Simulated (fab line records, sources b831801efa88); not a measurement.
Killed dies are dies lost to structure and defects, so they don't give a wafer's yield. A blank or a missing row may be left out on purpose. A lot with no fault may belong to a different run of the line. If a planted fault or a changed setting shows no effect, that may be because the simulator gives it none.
Struck lot and sound lot, side by side :: flow gf180mcu :: 22 out of 602 route steps
Sound: the wafers L155.1, L155.2, L155.4. The struck wafers were L164.1, L164.2, L164.6. At the end, the cause is stated.
Order at every step that has rows: each side's tool, ch and its chambers, its first start. Under that, the readings that differ: sound wafers :: struck wafers :: difference of the means :: sigmas: that difference in standard deviations of wafers without a fault.
alike: a reading whose means differ by less than 2 such deviations, as well as words and numbers matching on both sides. not compared: withheld readings; readings where some wafer has no value; bounds like >300 that might hide an equal value; numbers whose values overlap and for which the record gives no deviation.
Wherever a step has rows on one side only, a row that says differs or no value, or a row with sigmas, the two part there. Numbers that have no deviation but don't overlap get no sigmas and don't part them. Lack of a reading on every wafer of one side parts them only where that side has two or more wafers.

first, 6 steps without rows for these wafers: GF_VT_IMPLANT_HMDS_12 (prime time 60 s); GF_VT_IMPLANT_COAT_13 (resist thk 1000 nm); GF_VT_IMPLANT_SOFTBAKE_14 (time 60 s); GF_VT_IMPLANT_EXPOSE_15 (exposes mask Nwell LV AREA, target cd 860 nm); GF_VT_IMPLANT_PEB_16; GF_VT_IMPLANT_DEVELOP_17 (develop time 60 s).
GF_VT_IMPLANT_OVL_MEAS_18:
  sound on overlay-01 at day 6 05:19; struck on overlay-01 at day 8 14:50
  alike: VT_IMPLANT_01_OVL
following that, these wafers have no rows for 1 step: GF_VT_IMPLANT_IMPLANT_19.
GF_VT_IMPLANT_STRIP_20: strips in O2/N2.
  sound on plasmaAsher-02 ch 0,1, day 6 05:29; struck on plasmaAsher-01 ch 0,1, day 8 15:01
  alike: drypumpMotorCurrentA, heaterPowerW, oesProductAu, platenTempC, stripTimeToEndpointS
  not compared: rfHoursCounterH
GF_VT_IMPLANT_TW_MEAS_21:
  sound on filmMetro-03 at day 6 05:35; struck on filmMetro-03 at day 8 15:07
  alike: VT_IMPLANT_2_TW
then, 2 steps without rows for these wafers: GF_VT_IMPLANT_DEHYDRATE_22 (time 60 s); GF_VT_IMPLANT_HMDS_23 (prime time 60 s).
GF_VT_IMPLANT_COAT_24: resist thk 1000 nm.
  sound on lithoTrack-03 ch 0, day 6 13:04; struck on lithoTrack-03 ch 0, day 8 22:30
reading: spinSpeedRpm (rpm)
sound: 2999.0 3000.4 3001.0
struck: 2940.5 2943.5 2943.0
difference: -57.8
sigmas: -28

reading: model.NOVOLAK_of_VT_IMPLANT_COAT_24.thkNm (nm)
sound: 995.1 994 998
struck: 1007 1005 1008
difference: +11
sigmas: 
then, 3 steps without rows for these wafers: GF_VT_IMPLANT_SOFTBAKE_25 (time 60 s); GF_VT_IMPLANT_EXPOSE_26 (exposes mask LVPWELL HV AREA, target cd 860 nm); GF_VT_IMPLANT_PEB_27.
GF_VT_IMPLANT_DEVELOP_28: develop time 60 s.
  sound on lithoTrack-04 ch 0, day 6 20:29; struck on lithoTrack-01 ch 0, day 9 06:50
reading: model.NOVOLAK_of_VT_IMPLANT_COAT_24.thkNm (nm)
sound: 994.6 993.5 997.6
struck: 1007 1005 1007
difference: +11
sigmas: 
GF_VT_IMPLANT_OVL_MEAS_29:
  sound on overlay-01 at day 6 20:38; struck on overlay-01 at day 9 06:59
  alike: VT_IMPLANT_02_OVL
following that, these wafers have no rows for 1 step: GF_VT_IMPLANT_IMPLANT_30.
GF_VT_IMPLANT_STRIP_31: strips in O2/N2.
  sound on plasmaAsher-03 ch 0,1, day 6 20:58; struck on plasmaAsher-01 ch 0,1, day 9 07:10
reading: stripTimeToEndpointS (s)
sound: 12.56 12.55 12.60
struck: 12.72 12.69 12.72
difference: +0.14
sigmas: +4
  alike: drypumpMotorCurrentA, heaterPowerW, oesProductAu, platenTempC
  not compared: rfHoursCounterH
GF_VT_IMPLANT_TW_MEAS_32:
  sound on filmMetro-02 at day 6 21:04; struck on filmMetro-03 at day 9 07:16
reading: VT_IMPLANT_3_TW
sound: 265.1 265.0 267.0
struck: 273.6 273.4 273.6
difference: +7.8
sigmas: +3
following that, these wafers have no rows for 1 step: GF_PASSIVATION_PROBE_99.

WHERE THEY PART
Earliest at GF_VT_IMPLANT_COAT_24; latest, in this record, at GF_VT_IMPLANT_TW_MEAS_32.

WHY: what the simulator had put in
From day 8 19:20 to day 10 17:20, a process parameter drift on lithoTrack-03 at GF_VT_IMPLANT_COAT_24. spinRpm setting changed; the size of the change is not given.
